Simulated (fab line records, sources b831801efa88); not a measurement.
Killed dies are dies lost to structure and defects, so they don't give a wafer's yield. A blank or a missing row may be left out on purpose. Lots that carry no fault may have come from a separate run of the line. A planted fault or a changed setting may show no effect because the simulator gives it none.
What tool caused it? -- flow sky130 -- 12 lots with 36 wafers sampled at 4 steps, on a route of 708 steps

WHAT EACH GAUGE READ, for each wafer
SKY_LOCAL_INTERCONNECT_RS_MEAS_01: measurement is done with a four-point probe. Usual: for LOCAL_INTERCONNECT_TIN_RS the level is 14.12 ohm/sq and the standard deviation is 0.12.
lot,measured,on,LOCAL_INTERCONNECT_TIN_RS (ohm/sq),flag
L704,day 29 03:05,film_metro-02,14.02 14.08 14.11,
L705,day 29 12:58,film_metro-03,14.11 14.12 14.20,
L706,day 29 18:47,film_metro-01,14.15 14.33 14.27,
L707,day 29 22:40,film_metro-03,14.09 14.04 14.06,
L710,day 31 22:02,film_metro-01,14.02 14.06 14.02,
L714,day 32 19:38,film_metro-01,14.19 14.19 14.35,
L715,day 33 02:40,film_metro-03,13.91 14.05 13.95,
L720,day 34 19:50,film_metro-02,14.02 14.01 13.79,
L721,day 35 00:22,film_metro-02,14.16 14.16 14.05,
L722,day 35 06:58,film_metro-01,14.30 14.13 14.03,
L726,day 36 08:13,film_metro-01,14.09 14.06 14.14,
L727,day 36 12:34,film_metro-01,14.16 14.31 14.06,

SKY_CONTACT_RS_MEAS_25: measurement is done with a four-point probe. Usual: for CONTACT_W_RS the level is 0.336 ohm/sq and the standard deviation is 0.0047.
lot,measured,on,CONTACT_W_RS (ohm/sq),flag
L704,day 31 12:59,film_metro-01,0.333 0.332 0.341,
L705,day 31 22:06,film_metro-04,0.333 0.331 0.332,
L706,day 32 05:08,film_metro-01,0.334 0.343 0.336,
L707,day 32 08:35,film_metro-01,0.331 0.338 0.336,
L710,day 34 05:20,film_metro-03,0.334 0.341 0.333,
L714,day 35 03:41,film_metro-03,0.329 0.328 0.330,
L715,day 35 10:32,film_metro-04,0.328 0.337 0.331,
L720,day 37 02:29,film_metro-01,0.334 0.341 0.332,
L721,day 37 08:01,film_metro-01,0.338 0.336 0.332,
L722,day 37 14:08,film_metro-03,0.333 0.340 0.333,
L726,day 38 15:08,film_metro-04,0.342 0.335 0.334,
L727,day 38 17:39,film_metro-03,0.332 0.339 0.338,

EACH LOT AND THE TOOL THAT RAN IT (in order: tool; ch and the chambers of the sampled wafers; start)
lot,SKY_SD_P_STRIP_10,SKY_LOCAL_INTERCONNECT_STRIP_15
L704,"plasma_asher-04 ch 0,1, day 25 09:38","plasma_asher-02 ch 0,1, day 30 07:19"
L705,"plasma_asher-04 ch 0,1, day 25 20:30","plasma_asher-03 ch 1, day 30 17:03"
L706,"plasma_asher-02 ch 0,1, day 26 01:51","plasma_asher-02 ch 0,1, day 30 23:34"
L707,"plasma_asher-04 ch 0,1, day 26 05:20","plasma_asher-04 ch 0,1, day 31 02:22"
L710,"plasma_asher-04 ch 0,1, day 28 09:18","plasma_asher-02 ch 0,1, day 33 01:01"
L714,"plasma_asher-03 ch 0,1, day 29 06:41","plasma_asher-02 ch 0,1, day 33 22:28"
L715,"plasma_asher-02 ch 0,1, day 29 14:57","plasma_asher-02 ch 0,1, day 34 05:24"
L720,"plasma_asher-02 ch 0,1, day 31 08:45","plasma_asher-04 ch 0,1, day 35 22:16"
L721,"plasma_asher-04 ch 0,1, day 31 12:29","plasma_asher-04 ch 0,1, day 36 03:58"
L722,"plasma_asher-03 ch 0,1, day 31 19:17","plasma_asher-03 ch 0,1, day 36 10:07"
L726,"plasma_asher-03 ch 1, day 32 21:51","plasma_asher-04 ch 0,1, day 37 10:45"
L727,"plasma_asher-04 ch 0,1, day 33 02:32","plasma_asher-04 ch 0,1, day 37 14:08"
- SKY_SD_P_STRIP_10: strips in O2/N2.
- SKY_LOCAL_INTERCONNECT_STRIP_15: strips in O2/N2.

WHAT THE TOOLS THEMSELVES READ (means of the sampled wafers that have a number; where no wafer has one, the mark that the record gives instead)
SKY_SD_P_STRIP_10. Usual: chamber_pressure_mTorr 1499.9 mTorr, standard deviation 1.4; drypump_motor_current_A 5.6 A, standard deviation 0.57; oes_product_au 0.618 a.u., standard deviation 0.0047; strip_time_to_endpoint_s 17.51 s, standard deviation 0.042.
lot,tool,chamber_pressure_mTorr (mTorr),drypump_motor_current_A (A),oes_product_au (a.u.),strip_time_to_endpoint_s (s),flag
L704,plasma_asher-04,1499.8,5.8,0.614,17.58,
L705,plasma_asher-04,1499.3,5.4,0.617,17.57,
L706,plasma_asher-02,1498.8,5.9,0.620,17.43,
L707,plasma_asher-04,1500.5,5.4,0.616,17.47,
L710,plasma_asher-04,1500.2,5.4,0.616,17.50,
L714,plasma_asher-03,1498.9,5.3,0.617,17.50,
L715,plasma_asher-02,1500.5,5.8,0.616,17.55,
L720,plasma_asher-02,1498.7,5.9,0.617,17.49,
L721,plasma_asher-04,1499.7,5.4,0.617,17.51,
L722,plasma_asher-03,1500.6,5.3,0.620,17.52,
L726,plasma_asher-03,1500.0,6.1,0.618,17.47,
L727,plasma_asher-04,1498.9,5.8,0.616,17.51,

SKY_LOCAL_INTERCONNECT_STRIP_15. Usual: chamber_pressure_mTorr 1500.2 mTorr, standard deviation 1.2; drypump_motor_current_A 5.7 A, standard deviation 0.5; oes_product_au 0.427 a.u., standard deviation 0.0041; strip_time_to_endpoint_s 4.718 s, standard deviation 0.019.
lot,tool,chamber_pressure_mTorr (mTorr),drypump_motor_current_A (A),oes_product_au (a.u.),strip_time_to_endpoint_s (s),flag
L704,plasma_asher-02,1500.2,5.9,0.425,4.727,
L705,plasma_asher-03,1500.6,6.1,0.429,4.755,
L706,plasma_asher-02,1499.7,5.8,0.427,4.749,
L707,plasma_asher-04,1500.2,5.8,0.424,4.735,
L710,plasma_asher-02,1501.2,5.8,0.426,4.711,
L714,plasma_asher-02,1200.2,5.8,0.425,5.061,OFF
L715,plasma_asher-02,1199.8,5.8,0.424,5.046,OFF
L720,plasma_asher-04,1500.9,5.4,0.425,4.697,
L721,plasma_asher-04,1499.8,5.4,0.422,4.684,
L722,plasma_asher-03,1499.8,5.3,0.425,4.733,
L726,plasma_asher-04,1499.7,5.8,0.425,4.721,
L727,plasma_asher-04,1499.9,5.8,0.427,4.715,

THE ANSWER, worked out from the rows above alone
Rule: take the mean of a lot's wafers that have a number; if it is more than 3 standard deviations from the usual mean, the lot is off. A lot without any number at a reading at which 4 lots or more have one is off too. The other lots that the step has rows for count as sound. First the gauges in route order, then the tools' own readings, where a lot's mean is used as printed above. At the first step where some lot is off, the reading lying furthest off is the one used; lots without a number count as furthest.
Off: L714, L715 (SKY_LOCAL_INTERCONNECT_STRIP_15, chamber_pressure_mTorr).
If a tool, at that step or one of the process steps before it, ran each lot that is off and ran no sound lot following the first of them, it fits. One candidate fits, namely plasma_asher-02 at SKY_LOCAL_INTERCONNECT_STRIP_15. Its last sound lot is L710 (day 33 01:01), its first lot that is off L714 (day 33 22:28): a fault that began between those two fits.
The tool's own readings at SKY_LOCAL_INTERCONNECT_STRIP_15 bear it out: on the lots that are off they differ by more than 5 times the standard deviation of the sound lots' means. chamber_pressure_mTorr reads 1200.0 mTorr there against 1500.2 mTorr on the sound lots; strip_time_to_endpoint_s reads 5.053 s there against 4.723 s on the sound lots.

WHAT HAD BEEN PUT IN BY THE SIMULATOR
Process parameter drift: plasma_asher-02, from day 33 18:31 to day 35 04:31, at SKY_LOCAL_INTERCONNECT_STRIP_15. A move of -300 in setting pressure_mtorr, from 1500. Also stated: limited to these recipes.
Struck lots among those shown: L714, L715. The same result came from the rule above.
